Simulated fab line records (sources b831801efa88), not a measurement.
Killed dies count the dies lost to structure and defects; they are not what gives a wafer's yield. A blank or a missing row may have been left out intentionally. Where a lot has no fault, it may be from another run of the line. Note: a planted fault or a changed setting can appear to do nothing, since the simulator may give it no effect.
One fault through the eyes of 2 desks    flow sky130    numbers are kept per desk, each desk with only its own; the story behind them comes last

AT THE METROLOGY DESK
What the gauges read, lot by lot, whatever tool the lot ran on: means of the sampled wafers that have a number. If a lot's mean is further than 4 standard deviations from the usual mean, the lot is out of limits and carries the mark OUT (the distance appears in the brackets).
Columns: A = FIELD_ISO_OXIDATION_00_THK at SKY_FIELD_ISO_THK_MEAS_02, usual 12.09 nm; B = NWELL_TW at SKY_NWELL_TW_MEAS_15, usual 1817; C = VT_ADJUST_HVTP_TW at SKY_VT_ADJUST_HVTP_TW_MEAS_11, usual 1357
lot   first seen here  A      B     C
L398  day 1 12:34      12.17  1823  1363
L400  day 1 22:22      11.91  1811  1345
L402  day 2 08:42      11.85  1831  1343
L404  day 2 21:49      11.90  1806  1365
L408  day 3 13:39      12.05  1801  1397 (+5.1) OUT
L409  day 3 20:06      11.93  1817  1389 (+4.1) OUT
L410  day 4 02:57      12.09  1803  1358
L412  day 4 11:35      12.13  1798  1350
L413  day 4 19:45      12.07  1815  1364
L416  day 5 11:05      12.24  1830  1364
L418  day 5 20:46      12.19  1809  1358
L421  day 6 07:44      12.15  1841  1362
This desk reports L408, L409 out of limits; the earliest was L408 at day 9 09:32 (VT_ADJUST_HVTP_TW at SKY_VT_ADJUST_HVTP_TW_MEAS_11). L398, L400, L402, L404, L410, L412, L413, L416, L418, L421: within limits.

TOOL OWNER'S DESK, implanter-04
SKY_VT_ADJUST_HVTP_IMPLANT_09, tool's own readings: per-lot mean of the sampled wafers with a number, covering each lot this tool ran. If a lot's mean is further than 4 standard deviations from the usual mean, the lot is out of limits and carries the mark OUT (the distance appears in the brackets).
Columns: A = beam_energy_keV at SKY_VT_ADJUST_HVTP_IMPLANT_09, usual 150.00; B = end_station_pressure_torr at SKY_VT_ADJUST_HVTP_IMPLANT_09, usual 5.02e-06 Torr
lot   first seen here  A                         B
L398  day 6 00:38      150.06                    4.95e-06
L400  day 6 16:58      150.04                    5.17e-06
L404  day 7 15:13      149.95                    4.88e-06
L408  day 9 09:19      162.85 (+99 or more) OUT  5.13e-06
L409  day 9 09:52      162.84 (+99 or more) OUT  4.98e-06
This desk's finding: out of limits on L408, L409; first on L408, day 9 09:19 (beam_energy_keV at SKY_VT_ADJUST_HVTP_IMPLANT_09). L398, L400, L404: within limits.

TAKEN TOGETHER
On L408, L409, at day 9 09:19, an alarm was possible from the tool owner's desk.
L408, L409 would have let the metrology desk raise an alarm at day 9 09:32.
The lots listed all ran SKY_VT_ADJUST_HVTP_IMPLANT_09 on implanter-04.

WHAT THE SIMULATOR HAD INSERTED
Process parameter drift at SKY_VT_ADJUST_HVTP_IMPLANT_09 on implanter-04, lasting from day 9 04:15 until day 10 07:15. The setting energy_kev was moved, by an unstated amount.
Struck lots among those shown: L408, L409.
Time in hours from fault onset to the first out-of-limits reading at each desk: tool owner's desk 5, metrology desk 5.
